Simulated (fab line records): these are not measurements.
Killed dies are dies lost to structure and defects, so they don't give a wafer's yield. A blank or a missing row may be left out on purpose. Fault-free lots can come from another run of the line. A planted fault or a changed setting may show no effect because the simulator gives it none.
Which tool was responsible? | flow sky130 | Sampling: 24 lots, 72 wafers, 5 of 708 route steps

## WHAT THE GAUGES READ, wafer by wafer
SKY_POLY_GATE_THK_MEAS_04.
lot  | measured     | on           | POLY_GATE_CVD_03_THK (nm)
L074 | day 15 08:12 | filmMetro-03 | 76.3 76.4 76.0
L075 | day 15 15:53 | filmMetro-02 | 75.3 75.4 75.4
L076 | day 16 01:17 | filmMetro-04 | 75.0 76.3 76.0
L077 | day 16 03:25 | filmMetro-03 | 75.0 75.0 75.7
L079 | day 16 11:52 | filmMetro-03 | 75.1 75.7 75.5
L078 | day 16 21:01 | filmMetro-04 | 75.5 75.5 75.7
L080 | day 17 08:07 | filmMetro-02 | 73.9 73.9 73.3
L081 | day 17 19:22 | filmMetro-03 | 75.1 75.3 75.2
L083 | day 18 20:05 | filmMetro-03 | 74.9 74.5 75.2
L082 | day 18 20:05 | filmMetro-02 | 74.3 74.4 74.5
L084 | day 19 08:56 | filmMetro-03 | 74.0 73.9 74.3
L087 | day 24 03:43 | filmMetro-03 | 74.9 74.9 75.1
L089 | day 24 03:43 | filmMetro-02 | 74.8 74.8 74.9
L086 | day 24 03:46 | filmMetro-03 | 74.0 73.7 74.0
L093 | day 24 03:47 | filmMetro-02 | 75.3 75.5 75.7
L095 | day 24 03:50 | filmMetro-02 | 74.3 74.7 74.4
L085 | day 24 03:50 | filmMetro-04 | 74.3 74.4 75.3
L088 | day 24 03:51 | filmMetro-03 | 75.8 76.0 75.4
L090 | day 24 03:53 | filmMetro-03 | 75.3 74.9 74.7
L091 | day 24 03:55 | filmMetro-04 | 75.1 75.5 76.0
L094 | day 24 03:58 | filmMetro-03 | 74.3 73.7 74.2
L097 | day 24 03:58 | filmMetro-02 | 75.2 75.8 75.5
L092 | day 24 03:58 | filmMetro-04 | 75.4 75.1 75.2
L096 | day 24 04:01 | filmMetro-04 | 76.1 75.5 75.9

SKY_SD_P_OVL_MEAS_08.
lot  | measured     | on         | SD_P_OVL (nm)
L074 | day 26 18:51 | overlay-01 | 0.5 -0.6 1.0
L075 | day 26 18:04 | overlay-01 | -0.7 0.6 -0.8
L076 | day 26 19:49 | overlay-02 | -0.8 0.4 0.7
L077 | day 26 19:34 | overlay-02 | -2.9 -2.2 -0.3
L079 | day 26 19:18 | overlay-02 | -1.1 -1.8 0.3
L078 | day 26 19:58 | overlay-01 | 1.7 0.4 0.4
L080 | day 26 20:36 | overlay-01 | -0.9 -0.4 -0.5
L081 | day 27 03:51 | overlay-02 | 0.9 -1.1 0.8
L083 | day 28 09:03 | overlay-02 | 2.8 1.2 1.2
L082 | day 28 06:34 | overlay-01 | 2.2 -0.6 1.3
L084 | day 28 18:13 | overlay-02 | 0.4 2.0 1.8
L087 | day 33 18:31 | overlay-01 | 0.2 0.4 -0.6
L089 | day 33 18:49 | overlay-02 | 0.2 1.4 -0.8
L086 | day 33 17:42 | overlay-01 | 1.0 1.8 1.9
L093 | day 33 19:06 | overlay-01 | 0.7 1.8 0.4
L095 | day 33 20:36 | overlay-02 | 3.8 1.0 2.5
L085 | day 33 19:25 | overlay-02 | -0.5 -0.3 -0.6
L088 | day 33 19:07 | overlay-02 | 1.0 -0.2 2.0
L090 | day 33 21:43 | overlay-02 | 1.3 1.3 0.6
L091 | day 33 21:07 | overlay-01 | -1.0 -0.5 1.2
L094 | day 33 22:07 | overlay-01 | 0.2 0.5 -0.4
L097 | day 33 22:31 | overlay-01 | -0.1 1.1 0.4
L092 | day 34 02:19 | overlay-01 | 1.8 -0.4 1.4
L096 | day 33 22:25 | overlay-01 | -0.2 0.7 0.8

SKY_LI_CONTACT_CD_MEAS_12: the cd target is 170 nm.
lot  | measured     | on       | cdNm (nm)
L074 | day 30 08:38 | cdSem-02 | 169.9 168.7 168.7
L075 | day 30 08:17 | cdSem-02 | 170.6 172.2 172.3
L076 | day 30 10:33 | cdSem-02 | 167.6 169.2 169.9
L077 | day 30 10:04 | cdSem-02 | 167.1 168.4 170.3
L079 | day 30 09:35 | cdSem-01 | 171.1 170.7 171.8
L078 | day 30 11:05 | cdSem-02 | 171.8 171.0 171.4
L080 | day 30 11:05 | cdSem-01 | 169.0 170.5 169.4
L081 | day 30 16:08 | cdSem-01 | 168.4 169.1 168.2
L083 | day 31 22:05 | cdSem-01 | 167.4 168.5 167.5
L082 | day 31 20:00 | cdSem-01 | 168.7 168.0 169.0
L084 | day 32 06:54 | cdSem-02 | 170.5 171.2 171.1
L087 | day 37 01:09 | cdSem-02 | 168.9 171.0 169.8
L089 | day 37 01:17 | cdSem-02 | 172.1 171.9 171.2
L086 | day 36 23:50 | cdSem-02 | 166.4 167.2 166.9
L093 | day 37 01:29 | cdSem-01 | 169.2 169.7 170.7
L095 | day 37 03:50 | cdSem-01 | 172.0 172.1 172.5
L085 | day 37 03:09 | cdSem-02 | 171.1 171.5 170.9
L088 | day 37 01:52 | cdSem-02 | 170.7 170.3 170.5
L090 | day 37 05:02 | cdSem-02 | 172.4 171.9 172.4
L091 | day 37 04:08 | cdSem-01 | 168.8 170.7 170.2
L094 | day 37 05:55 | cdSem-02 | 169.9 171.5 170.9
L097 | day 37 07:05 | cdSem-01 | 170.8 172.7 173.5
L092 | day 37 09:35 | cdSem-02 | 169.5 169.0 169.5
L096 | day 37 06:46 | cdSem-01 | 172.1 172.8 172.2

## WHICH TOOL RAN EACH LOT (tool, then ch and the chambers of the sampled wafers, then the start)
lot  | SKY_RES_XHIGH_STRIP_08              | SKY_LI_CONTACT_CMP_02
L074 | plasmaAsher-02 ch 0, day 27 23:44   | cmp-01 ch 0,1, day 29 04:35
L075 | plasmaAsher-02 ch 0,1, day 27 23:14 | cmp-01 ch 0,1,3, day 29 04:17
L076 | plasmaAsher-01 ch 0,1, day 28 00:38 | cmp-02 ch 0,1, day 29 05:49
L077 | plasmaAsher-03 ch 0,1, day 28 00:22 | cmp-01 ch 2,3, day 29 05:32
L079 | plasmaAsher-01 ch 0,1, day 28 00:02 | cmp-02 ch 0,2,3, day 29 05:13
L078 | plasmaAsher-03 ch 0,1, day 28 00:58 | cmp-01 ch 0,1,3, day 29 06:23
L080 | plasmaAsher-03 ch 0,1, day 28 01:20 | cmp-02 ch 0,1,3, day 29 06:43
L081 | plasmaAsher-03 ch 0, day 28 07:29   | cmp-02 ch 1,2, day 29 12:34
L083 | plasmaAsher-03 ch 0,1, day 29 13:11 | cmp-02 ch 0,2, day 30 18:46
L082 | plasmaAsher-02 ch 0,1, day 29 10:41 | cmp-02 ch 0,1,3, day 30 15:49
L084 | plasmaAsher-01 ch 0,1, day 29 22:46 | cmp-01 ch 1,2, day 31 02:49
L087 | plasmaAsher-03 ch 0,1, day 34 20:08 | cmp-02 ch 2,3, day 35 22:19
L089 | plasmaAsher-02 ch 0,1, day 34 20:23 | cmp-01 ch 0,2,3, day 35 22:37
L086 | plasmaAsher-02 ch 0,1, day 34 19:14 | cmp-02 ch 0,1,2, day 35 21:01
L093 | plasmaAsher-03 ch 0,1, day 34 20:26 | cmp-02 ch 1,2, day 35 22:44
L095 | plasmaAsher-02 ch 0,1, day 34 22:38 | cmp-02 ch 0,2, day 36 01:16
L085 | plasmaAsher-02 ch 0,1, day 34 21:32 | cmp-01 ch 0,2,3, day 36 00:40
L088 | plasmaAsher-02 ch 0,1, day 34 21:16 | cmp-01 ch 0,1,3, day 35 23:37
L090 | plasmaAsher-02 ch 0,1, day 34 23:44 | cmp-01 ch 0,1,2, day 36 02:55
L091 | plasmaAsher-02 ch 0,1, day 34 22:58 | cmp-01 ch 0,3, day 36 01:55
L094 | plasmaAsher-03 ch 0,1, day 35 00:08 | cmp-02 ch 0,2,3, day 36 03:22
L097 | plasmaAsher-02 ch 0,1, day 35 00:50 | cmp-02 ch 1,2,3, day 36 04:28
L092 | plasmaAsher-03 ch 0,1, day 35 04:49 | cmp-02 ch 0,1,3, day 36 07:37
L096 | plasmaAsher-03 ch 0,1, day 35 00:26 | cmp-02 ch 0,1, day 36 04:13
- SKY_RES_XHIGH_STRIP_08: strips in O2/N2.
- SKY_LI_CONTACT_CMP_02: polishes PSG.

## AS READ BY THE TOOLS THEMSELVES (means over the sampled wafers that have a number; for cases with no such wafer, the mark the record gives instead)
SKY_RES_XHIGH_STRIP_08.
lot  | tool           | drypumpMotorCurrentA (A) | oesProductAu (a.u.) | stripTimeToEndpointS (s)
L074 | plasmaAsher-02 | 5.6                      | 0.713               | 14.26
L075 | plasmaAsher-02 | 5.5                      | 0.708               | 14.29
L076 | plasmaAsher-01 | 5.5                      | 0.712               | 14.26
L077 | plasmaAsher-03 | 5.7                      | 0.708               | 14.33
L079 | plasmaAsher-01 | 5.1                      | 0.716               | 14.28
L078 | plasmaAsher-03 | 5.8                      | 0.712               | 14.31
L080 | plasmaAsher-03 | 5.6                      | 0.713               | 14.29
L081 | plasmaAsher-03 | 5.9                      | 0.714               | 14.30
L083 | plasmaAsher-03 | 5.8                      | 0.707               | 14.28
L082 | plasmaAsher-02 | 5.5                      | 0.708               | 14.23
L084 | plasmaAsher-01 | 5.5                      | 0.714               | 14.27
L087 | plasmaAsher-03 | 5.8                      | 0.712               | 14.26
L089 | plasmaAsher-02 | 5.5                      | 0.711               | 14.27
L086 | plasmaAsher-02 | 5.4                      | 0.712               | 14.27
L093 | plasmaAsher-03 | 5.6                      | 0.713               | 14.33
L095 | plasmaAsher-02 | 5.5                      | 0.708               | 14.21
L085 | plasmaAsher-02 | 5.4                      | 0.711               | 14.28
L088 | plasmaAsher-02 | 5.5                      | 0.715               | 14.23
L090 | plasmaAsher-02 | 5.4                      | 0.710               | 14.27
L091 | plasmaAsher-02 | 5.4                      | 0.705               | 14.30
L094 | plasmaAsher-03 | 5.8                      | 0.710               | 14.25
L097 | plasmaAsher-02 | 5.5                      | 0.715               | 14.25
L092 | plasmaAsher-03 | 5.6                      | 0.712               | 14.32
L096 | plasmaAsher-03 | 5.8                      | 0.704               | 14.27

SKY_LI_CONTACT_CMP_02.
lot  | tool   | headPressurePsi (psi) | motorCurrentA (A) | retainingRingPressureFrac | timeToEndpointS (s)
L074 | cmp-01 | 4.003                 | 11.9              | 0.999                     | 34.7
L075 | cmp-01 | 3.993                 | 12.4              | 1.006                     | 33.9
L076 | cmp-02 | 4.010                 | 11.0              | 1.010                     | 31.5
L077 | cmp-01 | 3.998                 | 13.6              | 0.999                     | 32.7
L079 | cmp-02 | 3.998                 | 11.8              | 1.001                     | 33.3
L078 | cmp-01 | 4.000                 | 12.1              | 1.000                     | 35.1
L080 | cmp-02 | 3.992                 | 10.7              | 1.000                     | 32.9
L081 | cmp-02 | 4.006                 | 12.3              | 1.001                     | 35.6
L083 | cmp-02 | 4.003                 | 14.1              | 0.997                     | 34.1
L082 | cmp-02 | 3.993                 | 10.7              | 1.001                     | 32.7
L084 | cmp-01 | 4.000                 | 12.4              | 1.003                     | 28.2
L087 | cmp-02 | 4.003                 | 11.5              | 0.998                     | 36.7
L089 | cmp-01 | 4.006                 | 12.6              | 0.998                     | 32.1
L086 | cmp-02 | 4.010                 | 12.4              | 1.003                     | 37.4
L093 | cmp-02 | 4.009                 | 12.2              | 0.998                     | 37.4
L095 | cmp-02 | 3.999                 | 13.3              | 1.000                     | 35.8
L085 | cmp-01 | 3.994                 | 12.6              | 0.998                     | 32.4
L088 | cmp-01 | 4.005                 | 12.4              | 1.002                     | 36.6
L090 | cmp-01 | 3.987                 | 11.6              | 0.999                     | 31.5
L091 | cmp-01 | 3.999                 | 11.6              | 1.007                     | 34.5
L094 | cmp-02 | 4.004                 | 11.9              | 0.999                     | 31.7
L097 | cmp-02 | 4.001                 | 12.0              | 1.006                     | 33.8
L092 | cmp-02 | 3.998                 | 10.5              | 1.000                     | 37.1
L096 | cmp-02 | 4.002                 | 11.3              | 1.000                     | 34.4

## THE ANSWER, worked out from the rows above alone
Rule: the lots themselves supply what counts as usual. The widest of any qualifying gaps counts: lots, ordered by their means at a reading, are off when they make up no more than a third of the lots, leave a main group of 4 or more, and stand apart from it by 3 or more times the standard deviation of that group's means. If all means in a main group match to the digits the tables above print for the reading, that group is not used. A lot without any number at a reading at which 4 lots or more have one is off too. The other lots that the step has rows for count as sound. The gauges are gone through in route order, then the tools' own readings, and for those a lot's mean is taken as printed above. At the first step where some lot is off, the reading lying furthest off is the one used; lots without a number count as furthest.
No lot is off on any of the readings shown, so nothing can be concluded from this.

## WHAT THE SIMULATOR HAD PUT IN
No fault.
